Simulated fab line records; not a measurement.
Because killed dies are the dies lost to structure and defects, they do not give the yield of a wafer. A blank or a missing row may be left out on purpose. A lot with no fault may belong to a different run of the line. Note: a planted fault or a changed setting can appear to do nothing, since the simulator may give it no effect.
What tool caused it? | flow sky130 | 6 lots, 18 wafers sampled, at 2 steps of a route of 708

## WHAT EACH GAUGE READ, for each wafer
SKY_VIA4_THK_MEAS_01.
lot  | measured     | on            | VIA4_HDPCVD_THK (nm)
L689 | day 42 15:14 | film-metro-04 | 1771 1769 1749
L692 | day 43 18:14 | film-metro-01 | 1750 1757 1748
L694 | day 44 13:02 | film-metro-03 | 1772 1722 1733
L696 | day 44 20:41 | film-metro-01 | 1768 1749 1754
L699 | day 45 11:50 | film-metro-04 | 1767 1751 1788
L702 | day 46 14:32 | film-metro-04 | 1759 1750 1743

## TOOL THAT RAN EACH LOT (tool first, then ch and the chambers of the sampled wafers, then the start)
lot  | SKY_VIA2_CVD_21
L689 | cvd-w-02 ch 1, day 37 03:32
L692 | cvd-w-02 ch 0,1, day 38 10:29
L694 | cvd-w-01 ch 0,1, day 39 05:56
L696 | cvd-w-01 ch 0,1, day 39 16:35
L699 | cvd-w-02 ch 0,1, day 40 08:56
L702 | cvd-w-02 ch 0,1, day 41 08:05
- SKY_VIA2_CVD_21: deposits W, target thk 420 nm, time 126.4 s.

## THE ANSWER, worked out from the rows above alone
Rule: the lots themselves supply what counts as usual. The widest of any qualifying gaps counts: lots, ordered by their means at a reading, are off when they make up no more than a third of the lots, leave a main group of 4 or more, and stand apart from it by 3 or more times the standard deviation of that group's means. A main group whose means are all the same, to the digits that the tables above print for the reading, isn't used. A lot without any number at a reading at which 4 lots or more have one is off too. All remaining lots with rows at the step are treated as sound.
Across all readings shown, no lot is off: no conclusion can be drawn from this.

## WHAT HAD BEEN PUT IN BY THE SIMULATOR
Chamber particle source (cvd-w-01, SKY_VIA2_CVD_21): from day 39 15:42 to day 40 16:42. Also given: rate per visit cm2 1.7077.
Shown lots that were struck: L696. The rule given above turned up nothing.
